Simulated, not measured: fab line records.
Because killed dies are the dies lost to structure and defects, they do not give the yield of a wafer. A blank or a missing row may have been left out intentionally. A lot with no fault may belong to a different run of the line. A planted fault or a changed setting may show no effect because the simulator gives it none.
Which tool is to blame? -- flow gf180mcu -- 24 lots, 72 wafers sampled, at 6 steps of a route of 602

## WHAT THE GAUGES READ, wafer by wafer
GF_STI_THK_MEAS_02.
lot,measured,on,STI_OXIDATION_THK (nm)
L074,day 1 13:38,film metro-01,10.02 10.13 10.06
L075,day 1 17:44,film metro-01,10.25 10.17 10.27
L076,day 2 01:49,film metro-02,10.46 10.40 10.56
L077,day 2 08:43,film metro-02,10.11 10.11 10.19
L078,day 2 08:44,film metro-03,10.27 10.20 10.19
L079,day 2 14:22,film metro-02,10.44 10.22 10.34
L080,day 2 18:16,film metro-02,10.01 10.27 10.18
L081,day 2 22:31,film metro-03,10.22 10.35 10.39
L082,day 3 03:46,film metro-03,10.35 10.40 10.23
L083,day 3 08:31,film metro-02,10.57 10.41 10.45
L084,day 3 14:27,film metro-01,10.09 10.09 10.11
L085,day 3 18:31,film metro-01,10.35 10.82 10.26
L086,day 3 23:31,film metro-02,9.91 10.11 10.04
L087,day 4 04:31,film metro-02,10.43 10.52 10.47
L088,day 4 09:31,film metro-03,10.03 10.06 9.90
L089,day 4 14:31,film metro-03,10.07 10.30 10.19
L090,day 4 19:32,film metro-03,9.98 9.89 10.03
L091,day 5 00:31,film metro-03,9.87 10.23 9.92
L092,day 5 05:32,film metro-02,10.18 10.07 10.27
L093,day 5 10:31,film metro-02,10.16 10.12 10.20
L094,day 5 15:31,film metro-02,9.95 10.07 9.89
L095,day 5 21:13,film metro-02,9.98 9.86 9.90
L096,day 6 02:53,film metro-02,10.09 10.10 10.12
L097,day 6 07:04,film metro-03,10.06 10.11 10.11

GF_VT_IMPLANT_TW_MEAS_10.
lot,measured,on,VT_IMPLANT_TW
L074,day 6 03:22,film metro-04,573 567 571
L075,day 6 05:02,film metro-04,569 571 569
L076,day 6 10:06,film metro-04,568 569 569
L077,day 6 20:34,film metro-02,564 567 568
L078,day 6 21:52,film metro-02,566 564 565
L079,day 7 05:49,film metro-02,565 569 568
L080,day 7 10:03,film metro-01,561 561 562
L081,day 7 16:15,film metro-04,569 567 569
L082,day 7 21:22,film metro-01,558 560 563
L083,day 8 05:01,film metro-01,562 560 563
L084,day 8 09:53,film metro-02,563 565 560
L085,day 8 15:04,film metro-02,565 565 563
L086,day 8 19:58,film metro-02,565 564 562
L087,day 9 04:24,film metro-04,569 569 569
L088,day 9 11:04,film metro-04,571 569 566
L089,day 9 14:10,film metro-01,565 566 564
L090,day 9 23:11,film metro-01,565 563 563
L091,day 10 05:49,film metro-02,570 568 567
L092,day 10 11:26,film metro-02,567 567 561
L093,day 10 16:55,film metro-04,569 571 571
L094,day 10 23:59,film metro-04,568 567 571
L095,day 11 03:52,film metro-01,557 559 559
L096,day 11 12:25,film metro-04,568 567 566
L097,day 11 20:08,film metro-04,565 568 569

GF_VT_IMPLANT_OVL_MEAS_40.
lot,measured,on,VT_IMPLANT_03_OVL (nm)
L074,day 8 02:46,overlay-02,-0.7 0.1 0.1
L075,day 8 06:06,overlay-01,-3.6 -3.7 -3.5
L076,day 8 11:22,overlay-01,-0.7 -0.2 -0.4
L077,day 8 22:50,overlay-01,-2.4 -3.5 -1.2
L078,day 9 00:41,overlay-02,-1.9 -2.7 -3.2
L079,day 9 09:22,overlay-02,0.2 -1.8 -0.3
L080,day 9 13:34,overlay-01,-1.7 -1.4 0.6
L081,day 9 20:55,overlay-02,-2.4 0.3 0.6
L082,day 10 01:58,overlay-02,-1.8 -0.8 -1.2
L083,day 10 10:05,overlay-01,-1.3 -1.3 1.2
L084,day 10 15:44,overlay-01,-2.9 -1.8 -2.1
L085,day 10 21:28,overlay-02,-2.7 -3.0 -3.0
L086,day 11 03:14,overlay-01,-1.5 -2.2 -1.4
L087,day 11 11:07,overlay-02,-3.4 -2.8 -0.9
L088,day 11 18:08,overlay-01,-0.8 -2.4 -1.0
L089,day 11 22:34,overlay-02,0.8 -1.8 1.4
L090,day 12 07:59,overlay-01,1.4 0.9 1.0
L091,day 12 15:01,overlay-02,0.3 1.2 0.5
L092,day 12 20:08,overlay-01,-2.0 -2.1 -1.6
L093,day 13 02:01,overlay-02,-0.2 -2.5 -1.2
L094,day 13 09:22,overlay-02,-1.0 -1.1 -0.7
L095,day 13 15:55,overlay-02,-1.8 0.3 -1.3
L096,day 14 01:02,overlay-01,-1.8 -0.9 -1.1
L097,day 14 09:38,overlay-01,-3.3 -4.5 -4.1

GF_V1_THK_MEAS_01.
lot,measured,on,V1_CVD_00_THK (nm)
L074,day 18 02:37,film metro-02,587 587 588
L075,day 18 11:47,film metro-03,607 601 607
L076,day 18 16:14,film metro-03,590 592 586
L077,day 19 08:07,film metro-02,604 609 601
L078,day 19 21:16,film metro-02,604 599 601
L079,day 20 05:10,film metro-03,597 606 606
L080,day 20 05:30,film metro-02,581 595 585
L081,day 20 21:26,film metro-02,598 596 596
L082,day 20 21:49,film metro-02,591 598 590
L083,day 21 13:08,film metro-03,598 596 601
L084,day 21 20:15,film metro-01,589 587 599
L085,day 22 05:29,film metro-01,597 592 604
L086,day 22 08:28,film metro-02,610 599 610
L087,day 22 16:29,film metro-01,606 597 601
L088,day 22 23:48,film metro-02,601 597 602
L089,day 23 11:03,film metro-03,604 593 596
L090,day 23 15:48,film metro-03,598 596 593
L091,day 24 01:52,film metro-01,605 602 601
L092,day 24 07:13,film metro-03,592 605 599
L093,day 24 11:38,film metro-01,592 594 602
L094,day 24 19:28,film metro-03,596 599 604
L095,day 25 01:23,film metro-03,605 597 599
L096,day 25 08:46,film metro-02,599 600 605
L097,day 25 19:03,film metro-02,598 594 598

GF_V2_BOW_MEAS_05.
lot,measured,on,V2_BOW (um)
L074,day 20 08:22,film metro-03,100 85 82
L075,day 20 18:27,film metro-01,89 112 102
L076,day 20 21:41,film metro-04,102 91 99
L077,day 21 13:56,film metro-04,104 101 106
L078,day 22 02:00,film metro-03,99 101 102
L079,day 22 08:47,film metro-01,95 100 114
L080,day 22 09:26,film metro-01,117 123 104
L081,day 23 01:59,film metro-04,108 98 114
L082,day 23 02:18,film metro-01,99 100 98
L083,day 23 15:32,film metro-03,91 102 108
L084,day 23 21:54,film metro-03,102 106 107
L085,day 24 08:08,film metro-03,95 101 94
L086,day 24 11:00,film metro-01,102 103 103
L087,day 24 17:32,film metro-03,109 95 103
L088,day 24 22:35,film metro-01,108 104 114
L089,day 25 08:57,film metro-01,112 109 100
L090,day 25 14:35,film metro-01,91 99 109
L091,day 25 23:05,film metro-04,106 104 106
L092,day 26 03:52,film metro-03,99 104 106
L093,day 26 07:08,film metro-03,95 92 96
L094,day 26 16:25,film metro-01,99 97 101
L095,day 26 23:38,film metro-03,104 95 104
L096,day 27 06:35,film metro-04,105 106 106
L097,day 27 16:07,film metro-01,112 103 99

## WHAT TOOL EACH LOT RAN ON (gives the tool, then ch and the chambers of the sampled wafers, and finally the start)
lot,GF_HV_LDD_STRIP_49
L074,"plasma asher-04 ch 0,1, day 13 02:44"
L075,"plasma asher-01 ch 0,1, day 13 08:43"
L076,"plasma asher-03 ch 0,1, day 13 14:55"
L077,"plasma asher-04 ch 0,1, day 14 05:35"
L078,"plasma asher-04 ch 0,1, day 14 12:31"
L079,"plasma asher-04 ch 0,1, day 14 20:43"
L080,"plasma asher-03 ch 0,1, day 14 21:26"
L081,"plasma asher-01 ch 0,1, day 15 12:52"
L082,"plasma asher-04 ch 0,1, day 15 13:10"
L083,"plasma asher-01 ch 0,1, day 16 02:01"
L084,"plasma asher-03 ch 0, day 16 07:02"
L085,"plasma asher-03 ch 0,1, day 16 17:53"
L086,"plasma asher-04 ch 1, day 16 19:55"
L087,"plasma asher-04 ch 0,1, day 17 06:47"
L088,"plasma asher-04 ch 0,1, day 17 13:31"
L089,"plasma asher-01 ch 0,1, day 18 00:26"
L090,"plasma asher-04 ch 0,1, day 18 04:49"
L091,"plasma asher-04 ch 0,1, day 18 16:44"
L092,"plasma asher-04 ch 0,1, day 18 20:43"
L093,"plasma asher-01 ch 0,1, day 19 04:01"
L094,"plasma asher-03 ch 0,1, day 19 15:10"
L095,"plasma asher-03 ch 0,1, day 19 22:10"
L096,"plasma asher-03 ch 0,1, day 20 06:57"
L097,"plasma asher-01 ch 0,1, day 20 17:23"
- GF_HV_LDD_STRIP_49: strips in O2/N2.

## AS READ BY THE TOOLS THEMSELVES (means over the sampled wafers that have a number; for cases with no such wafer, the mark the record gives instead)
GF_HV_LDD_STRIP_49.
lot,tool,drypump motor current A (A),heater power w (W),oes product au (a.u.),strip time to endpoint s (s)
L074,plasma asher-04,6.3,337,0.716,12.59
L075,plasma asher-01,5.7,313,0.713,12.66
L076,plasma asher-03,5.5,316,0.717,12.66
L077,plasma asher-04,6.3,339,0.719,12.63
L078,plasma asher-04,6.3,341,0.717,12.63
L079,plasma asher-04,6.5,328,0.720,12.63
L080,plasma asher-03,5.9,323,0.714,12.58
L081,plasma asher-01,5.4,321,0.716,12.65
L082,plasma asher-04,6.5,332,0.722,12.56
L083,plasma asher-01,5.5,311,0.713,12.66
L084,plasma asher-03,6.2,330,0.716,12.61
L085,plasma asher-03,5.5,317,0.717,12.62
L086,plasma asher-04,6.7,318,0.720,12.66
L087,plasma asher-04,6.5,334,0.712,12.59
L088,plasma asher-04,6.5,327,0.719,12.63
L089,plasma asher-01,5.4,311,0.719,12.59
L090,plasma asher-04,6.5,332,0.713,12.58
L091,plasma asher-04,6.3,339,0.717,12.64
L092,plasma asher-04,6.5,335,0.712,12.63
L093,plasma asher-01,5.5,332,0.719,12.63
L094,plasma asher-03,5.9,325,0.714,12.59
L095,plasma asher-03,5.5,315,0.716,12.67
L096,plasma asher-03,5.5,319,0.716,12.64
L097,plasma asher-01,5.7,318,0.715,12.64

## THE ANSWER, worked out from the rows above alone
Rule: the lots themselves supply what counts as usual. Put in order of their means at a reading, lots are off if they are a third of the lots or fewer, leave a main group of 4 or more, and stand apart from it by a gap of 3 or more times the standard deviation of the main group's means; of several such gaps the widest counts. The tables above print the reading to a certain number of digits; a main group whose means all agree to those digits is not used. A lot without any number at a reading at which 4 lots or more have one is off too. Where the step has rows for the other lots, those lots are counted as sound. The gauges are gone through in route order, then the tools' own readings, and for those a lot's mean is taken as printed above. At the first step where some lot is off, the reading lying furthest off is the one used; lots without a number count as furthest.
No lot is off at any reading shown: from this, nothing can be told.

## WHAT THE SIMULATOR PUT IN
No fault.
